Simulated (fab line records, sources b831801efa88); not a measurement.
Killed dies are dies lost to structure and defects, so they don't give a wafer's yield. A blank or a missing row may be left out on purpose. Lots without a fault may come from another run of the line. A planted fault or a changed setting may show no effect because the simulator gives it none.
Chamber matching | flow gf180mcu | GF_V3_CMP_04 on cmp-01: 4 sister chambers
The step polishes SiO2. 7 wafers are shown with their chamber, then 8 later ones without.

WAFERS WITH THEIR CHAMBER
wafer  | chamber | time_to_endpoint_s (s) | motor_current_A (A)
L728.2 | 3       | 75                     | 10.3
L730.5 | 0       | 87                     | 11.3
L736.2 | 0       | 89                     | 10.8
L737.4 | 1       | 84                     | 11.1
L737.5 | 2       | 82                     | 11.0
L737.6 | 1       | 79                     | 11.3
L746.1 | 2       | 89                     | 11.4

WAFERS WITHOUT THEIR CHAMBER
wafer  | time_to_endpoint_s (s) | motor_current_A (A)
L746.3 | 87                     | 11.6
L746.4 | 88                     | 11.0
L749.2 | 78                     | 11.4
L749.3 | 70                     | 9.9
L749.6 | 70                     | 9.5
L751.2 | 85                     | 11.0
L751.5 | 94                     | 11.1
L751.6 | 82                     | 10.3

WHICH CHAMBER EACH WENT THROUGH
wafer  | from the rows above               | in truth
L746.3 | can't be placed: 2 or 0 or 1      | 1
L746.4 | can't be placed: 0 or 2 or 1      | 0
L749.2 | can't be placed: 1 or 2 or 0      | 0
L749.3 | 3                                 | 3
L749.6 | 3                                 | 3
L751.2 | can't be placed: 2 or 0 or 1      | 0
L751.5 | can't be placed: 0 or 2 or 1      | 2
L751.6 | can't be placed: 3 or 0 or 1 or 2 | 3
Placed correctly: 2 of 8. Can't be placed from these rows: 6 (the true chamber is among the candidates in 6). Placed wrongly: 0.
How it was worked out, from the rows above alone: a wafer's distance from a chamber is the root of the sum, over the readings, of the square of ((its reading less the chamber's mean) divided by the reading's scatter). The wafer belongs to the nearest chamber; if the next one is less than 2 further off, it can't be placed. A chamber's mean is the mean of its shown wafers. The scatter: the root of (the sum of the squares of (reading less its chamber's mean) over the shown wafers, divided by (wafers less chambers)).
